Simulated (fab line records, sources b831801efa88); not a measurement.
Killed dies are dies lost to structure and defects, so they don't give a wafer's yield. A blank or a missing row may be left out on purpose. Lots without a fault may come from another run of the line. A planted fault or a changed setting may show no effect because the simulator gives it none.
Which tool did it? | flow sky130 | 14 lots, 42 wafers sampled, at 2 steps of a route of 708

WHAT THE GAUGES READ, wafer by wafer
SKY_METAL4_OVL_MEAS_14. Usual: METAL4_OVL -1 nm, standard deviation 7.2.
lot  | measured     | on         | METAL4_OVL (nm) | flag
L864 | day 42 01:40 | overlay-02 | -12 -13 -11     |
L865 | day 42 10:21 | overlay-02 | 1 4 3           |
L866 | day 42 10:44 | overlay-02 | -4 0 -4         |
L869 | day 43 07:57 | overlay-02 | 1 2 1           |
L870 | day 43 12:43 | overlay-01 | 9 7 11          |
L871 | day 43 20:38 | overlay-02 | 13 10 7         |
L872 | day 44 01:41 | overlay-02 | 6 17 15         |
L873 | day 44 10:17 | overlay-01 | -1 3 0          |
L874 | day 44 16:37 | overlay-02 | 8 0 -2          |
L876 | day 45 05:15 | overlay-01 | 1 -3 -6         |
L879 | day 45 22:39 | overlay-02 | 0 -1 0          |
L880 | day 46 02:56 | overlay-02 | -8 -7 -6        |
L882 | day 46 18:08 | overlay-02 | -1 -2 2         |
L887 | day 47 17:29 | overlay-02 | -13 -12 -16     |

WHICH TOOL RAN EACH LOT (tool, then ch and the chambers of the sampled wafers, then the start)
lot  | SKY_METAL4_SPUTTER_02
L864 | pvd_sputter-01, day 40 00:29
L865 | pvd_sputter-02, day 40 08:34
L866 | pvd_sputter-04, day 40 09:50
L869 | pvd_sputter-02, day 41 08:32
L870 | pvd_sputter-01, day 41 13:41
L871 | pvd_sputter-01, day 41 20:41
L872 | pvd_sputter-01, day 42 03:20
L873 | pvd_sputter-04, day 42 11:42
L874 | pvd_sputter-04, day 42 18:52
L876 | pvd_sputter-01, day 43 08:29
L879 | pvd_sputter-01, day 44 02:26
L880 | pvd_sputter-01, day 44 07:41
L882 | pvd_sputter-04, day 44 23:04
L887 | pvd_sputter-04, day 45 23:44
- SKY_METAL4_SPUTTER_02: material AlCu, target thk 735 nm, time 39.1 s.

WHAT THE TOOLS THEMSELVES READ (means of the sampled wafers that have a number; where no wafer has one, the mark that the record gives instead)
SKY_METAL4_SPUTTER_02. Usual: throttle_valve_pct 30.1 %, standard deviation 0.7.
lot  | tool           | throttle_valve_pct (%) | flag
L864 | pvd_sputter-01 | 29.2                   |
L865 | pvd_sputter-02 | 30.6                   |
L866 | pvd_sputter-04 | 30.0                   |
L869 | pvd_sputter-02 | 30.5                   |
L870 | pvd_sputter-01 | 29.9                   |
L871 | pvd_sputter-01 | 29.5                   |
L872 | pvd_sputter-01 | 30.5                   |
L873 | pvd_sputter-04 | 29.7                   |
L874 | pvd_sputter-04 | 29.9                   |
L876 | pvd_sputter-01 | 30.5                   |
L879 | pvd_sputter-01 | 30.2                   |
L880 | pvd_sputter-01 | 30.4                   |
L882 | pvd_sputter-04 | 29.9                   |
L887 | pvd_sputter-04 | 30.2                   |

THE ANSWER, worked out from the rows above alone
Rule: a lot is off if the mean of its wafers that have a number lies more than 3 standard deviations from the usual mean. A lot without any number at a reading at which 4 lots or more have one is off too. The other lots that the step has rows for count as sound. The gauges are gone through in route order, then the tools' own readings, and for those a lot's mean is taken as printed above. The first step at which some lot is off is used, and at that step the reading that is off furthest; a lot without a number counts as furthest.
No lot is off at any reading shown: from this, nothing can be told.

WHAT THE SIMULATOR HAD PUT IN
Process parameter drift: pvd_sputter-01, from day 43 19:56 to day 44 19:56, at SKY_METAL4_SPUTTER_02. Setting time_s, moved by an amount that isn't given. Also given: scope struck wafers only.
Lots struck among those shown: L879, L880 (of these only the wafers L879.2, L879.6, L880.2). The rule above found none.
